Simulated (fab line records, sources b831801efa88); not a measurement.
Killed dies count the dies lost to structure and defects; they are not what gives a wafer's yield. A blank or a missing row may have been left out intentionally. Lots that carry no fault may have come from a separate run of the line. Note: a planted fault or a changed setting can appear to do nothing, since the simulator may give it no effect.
Commonality check across tools -- flow sfq_line -- 14 lots and 41 wafers in the sample

REASON IT WAS OPENED
SFQ_M6_RS_MEAS_938, reading M6_NB_RS: flagged on 2 of 14 lots. No-fault wafers: 0.889 ohm/sq, standard deviation 0.011.
Rule: a lot is flagged when every wafer of it that has a number lies more than 4 standard deviations from that mean, or none has a number. The rest of the lots are taken to be sound.

lot,measured,on,"M6_NB_RS (ohm/sq), wafer by wafer",flag
L154,day 64 04:23,film_metro-02,0.879 0.882 0.875,
L155,day 64 06:47,film_metro-02,0.907 0.889 0.902,
L161,day 65 10:59,film_metro-02,0.893 0.892 0.896,
L162,day 65 12:14,film_metro-02,0.890 0.885 0.904,
L163,day 66 23:04,film_metro-01,0.875 0.884 0.892,
L164,day 67 01:25,film_metro-01,0.873 0.896 0.880,
L165,day 67 02:35,film_metro-03,0.893 0.908 0.884,
L166,day 68 01:12,film_metro-01,0.877 0.879 0.895,
L167,day 68 22:49,film_metro-01,0.892 0.880 0.876,
L171,day 69 10:38,film_metro-03,0.880 0.890 0.907,
L172,day 69 13:00,film_metro-02,0.882 0.891 0.911,
L173,day 70 01:11,film_metro-02,0.565 0.562,FLAGGED
L174,day 70 04:46,film_metro-02,0.569 0.558 0.557,FLAGGED
L175,day 70 08:20,film_metro-01,0.910 0.892 0.896,
Average over the flagged lots: 0.562 ohm/sq; offset from the usual -0.327 ohm/sq, equal to -30 standard deviations.

WHICH TOOL RAN EACH LOT
The record keeps 1 process step preceding the reading, out of 325 steps on the route. Every cell lists first the tool, next ch and the chambers used by the sampled wafers, and last the start.
lot,flag,SFQ_TRILAYER_M6_DEP_SPUTTER_157
L154,,"pvd_sputter-06, day 64 04:18"
L155,,"pvd_sputter-05, day 64 06:42"
L161,,"pvd_sputter-04, day 65 10:54"
L162,,"pvd_sputter-05, day 65 12:06"
L163,,"pvd_sputter-05, day 66 22:55"
L164,,"pvd_sputter-05, day 67 01:19"
L165,,"pvd_sputter-04, day 67 02:30"
L166,,"pvd_sputter-05, day 68 01:07"
L167,,"pvd_sputter-05, day 68 22:44"
L171,,"pvd_sputter-05, day 69 10:31"
L172,,"pvd_sputter-06, day 69 12:55"
L173,FLAGGED,"pvd_sputter-06, day 70 01:03"
L174,FLAGGED,"pvd_sputter-06, day 70 04:39"
L175,,"pvd_sputter-04, day 70 08:15"
What these steps do:
- SFQ_TRILAYER_M6_DEP_SPUTTER_157: material Nb, target thk 200 nm, time 133.3 s.
- SFQ_M6_RS_MEAS_938: measures by four-point-probe.

FLAGGED OVER TOTAL, TOOL BY TOOL (the gauges that took the reading come last)
step,tool,lots run,flagged,share of the flagged lots,sound lots run after its first flagged lot
SFQ_TRILAYER_M6_DEP_SPUTTER_157,pvd_sputter-04,3,0,none,-
SFQ_TRILAYER_M6_DEP_SPUTTER_157,pvd_sputter-05,7,0,none,-
SFQ_TRILAYER_M6_DEP_SPUTTER_157,pvd_sputter-06,4,2,all,0
SFQ_M6_RS_MEAS_938,film_metro-01,5,0,none,-
SFQ_M6_RS_MEAS_938,film_metro-02,7,2,all,0
SFQ_M6_RS_MEAS_938,film_metro-03,2,0,none,-

WHAT IS ALLOWED BY THE TABLE
2 rows of the table ran every flagged lot: pvd_sputter-06 at SFQ_TRILAYER_M6_DEP_SPUTTER_157, film_metro-02 at SFQ_M6_RS_MEAS_938.
- pvd_sputter-06 at SFQ_TRILAYER_M6_DEP_SPUTTER_157 ran 4 lots, 2 of them flagged. Its last sound lot is L172 (day 69 12:55), its first flagged lot L173 (day 70 01:03): a fault that began between those two fits.
- film_metro-02 at SFQ_M6_RS_MEAS_938 ran 7 lots, 2 of them flagged. Its last sound lot is L172 (day 69 13:00), its first flagged lot L173 (day 70 01:11): a fault that began between those two fits.
Because each of these 2 tools fits a fault that began at some hour, counting lots does not separate them. More lots, or a look at what each step does to the wafer, might.

WHAT HAD BEEN PUT IN BY THE SIMULATOR
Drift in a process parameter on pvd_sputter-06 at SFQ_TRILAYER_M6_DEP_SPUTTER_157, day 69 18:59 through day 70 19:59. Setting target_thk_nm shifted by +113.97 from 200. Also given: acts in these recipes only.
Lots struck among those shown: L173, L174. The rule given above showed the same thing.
